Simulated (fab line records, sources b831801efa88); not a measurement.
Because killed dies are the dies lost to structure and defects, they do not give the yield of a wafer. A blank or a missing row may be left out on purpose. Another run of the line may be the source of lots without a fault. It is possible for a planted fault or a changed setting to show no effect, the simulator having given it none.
Matching of chambers :: flow sky130 :: cmp-02 running SKY_VIA1_CMP_24: 4 sister chambers
The step polishes, stops on SiO2, t overpolish 15 s, target thk 0 nm. 20 wafers are shown with their chamber, then 10 later ones without.

WAFERS PAIRED WITH THEIR CHAMBERS
wafer: L079.1
chamber: 2
motor current A (A): 11.1
slurry flow ml min: 149.8
time to endpoint s (s): 62.7

wafer: L079.4
chamber: 3
motor current A (A): 11.3
slurry flow ml min: 149.5
time to endpoint s (s): 63.5

wafer: L079.6
chamber: 1
motor current A (A): 11.5
slurry flow ml min: 150.5
time to endpoint s (s): 66.8

wafer: L080.1
chamber: 1
motor current A (A): 10.4
slurry flow ml min: 150.3
time to endpoint s (s): 63.7

wafer: L080.3
chamber: 0
motor current A (A): 10.9
slurry flow ml min: 150.2
time to endpoint s (s): 65.1

wafer: L080.5
chamber: 0
motor current A (A): 10.7
slurry flow ml min: 150.2
time to endpoint s (s): 66.8

wafer: L083.1
chamber: 0
motor current A (A): 10.7
slurry flow ml min: 149.9
time to endpoint s (s): 64.3

wafer: L083.3
chamber: 2
motor current A (A): 11.3
slurry flow ml min: 150.6
time to endpoint s (s): 63.0

wafer: L083.5
chamber: 2
motor current A (A): 11.6
slurry flow ml min: 150.6
time to endpoint s (s): 62.3

wafer: L084.1
chamber: 0
motor current A (A): 10.7
slurry flow ml min: 150.2
time to endpoint s (s): 65.3

wafer: L084.4
chamber: 3
motor current A (A): 11.6
slurry flow ml min: 150.2
time to endpoint s (s): 64.2

wafer: L084.6
chamber: 1
motor current A (A): 10.9
slurry flow ml min: 150.1
time to endpoint s (s): 64.1

wafer: L085.3
chamber: 3
motor current A (A): 11.3
slurry flow ml min: 149.5
time to endpoint s (s): 62.2

wafer: L085.4
chamber: 0
motor current A (A): 11.4
slurry flow ml min: 150.1
time to endpoint s (s): 58.8

wafer: L085.6
chamber: 3
motor current A (A): 11.8
slurry flow ml min: 149.8
time to endpoint s (s): 59.8

wafer: L088.1
chamber: 3
motor current A (A): 11.2
slurry flow ml min: 149.9
time to endpoint s (s): 61.2

wafer: L088.2
chamber: 1
motor current A (A): 11.2
slurry flow ml min: 149.6
time to endpoint s (s): 59.4

wafer: L088.3
chamber: 2
motor current A (A): 11.3
slurry flow ml min: 150.3
time to endpoint s (s): 58.5

wafer: L090.2
chamber: 2
motor current A (A): 11.6
slurry flow ml min: 149.8
time to endpoint s (s): 64.2

wafer: L090.3
chamber: 0
motor current A (A): 10.4
slurry flow ml min: 150.0
time to endpoint s (s): 64.5

SIGNATURES, as means of the wafers listed above
reading: motor current A
chamber 0: 10.800
chamber 1: 11.000
chamber 2: 11.380
chamber 3: 11.440
scatter within a chamber: 0.322

reading: slurry flow ml min
chamber 0: 150.100
chamber 1: 150.125
chamber 2: 150.220
chamber 3: 149.780
scatter within a chamber: 0.309

reading: time to endpoint s
chamber 0: 64.133
chamber 1: 63.500
chamber 2: 62.140
chamber 3: 62.180
scatter within a chamber: 2.46
Rule: for each reading, subtract the chamber's mean from the wafer's reading, divide by that reading's scatter and square the result; add these up over the readings and take the root, which gives the wafer's distance from the chamber. If the next closest chamber is less than 2 further off than the closest, the wafer can't be placed; otherwise it belongs to the closest. The scatter: take each reading less its chamber's mean, square it, sum over the shown wafers, divide by the number of wafers less the number of chambers, and take the root.

WAFERS WITH NO CHAMBER GIVEN
wafer: L090.5
motor current A (A): 11.3
slurry flow ml min: 150.0
time to endpoint s (s): 63.9

wafer: L093.1
motor current A (A): 11.0
slurry flow ml min: 149.9
time to endpoint s (s): 68.6

wafer: L093.2
motor current A (A): 11.2
slurry flow ml min: 149.7
time to endpoint s (s): 67.5

wafer: L093.4
motor current A (A): 11.2
slurry flow ml min: 149.7
time to endpoint s (s): 62.0

wafer: L094.2
motor current A (A): 10.5
slurry flow ml min: 150.5
time to endpoint s (s): 65.3

wafer: L094.3
motor current A (A): 10.7
slurry flow ml min: 150.2
time to endpoint s (s): 66.5

wafer: L094.6
motor current A (A): 10.8
slurry flow ml min: 150.7
time to endpoint s (s): 61.6

wafer: L096.1
motor current A (A): 11.0
slurry flow ml min: 150.3
time to endpoint s (s): 67.8

wafer: L096.2
motor current A (A): 11.3
slurry flow ml min: 150.6
time to endpoint s (s): 70.3

wafer: L096.4
motor current A (A): 11.0
slurry flow ml min: 150.0
time to endpoint s (s): 69.0

THE CHAMBER EACH PASSED THROUGH
wafer: L090.5
from the rows above: can't be placed: 1 or 2 or 3 or 0
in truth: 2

wafer: L093.1
from the rows above: can't be placed: 0 or 1 or 3 or 2
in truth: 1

wafer: L093.2
from the rows above: can't be placed: 1 or 0 or 3 or 2
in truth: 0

wafer: L093.4
from the rows above: can't be placed: 3 or 1 or 2 or 0
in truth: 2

wafer: L094.2
from the rows above: can't be placed: 0 or 1 or 2
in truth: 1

wafer: L094.3
from the rows above: can't be placed: 0 or 1 or 2
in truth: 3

wafer: L094.6
from the rows above: can't be placed: 1 or 0 or 2 or 3
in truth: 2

wafer: L096.1
from the rows above: can't be placed: 0 or 1 or 2 or 3
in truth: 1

wafer: L096.2
from the rows above: can't be placed: 1 or 0 or 2 or 3
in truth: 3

wafer: L096.4
from the rows above: can't be placed: 0 or 1 or 2 or 3
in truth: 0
Correct placement for 0 of the 10. Can't be placed from these rows: 10 (the true chamber is among the candidates in 9). Wrongly placed: 0.
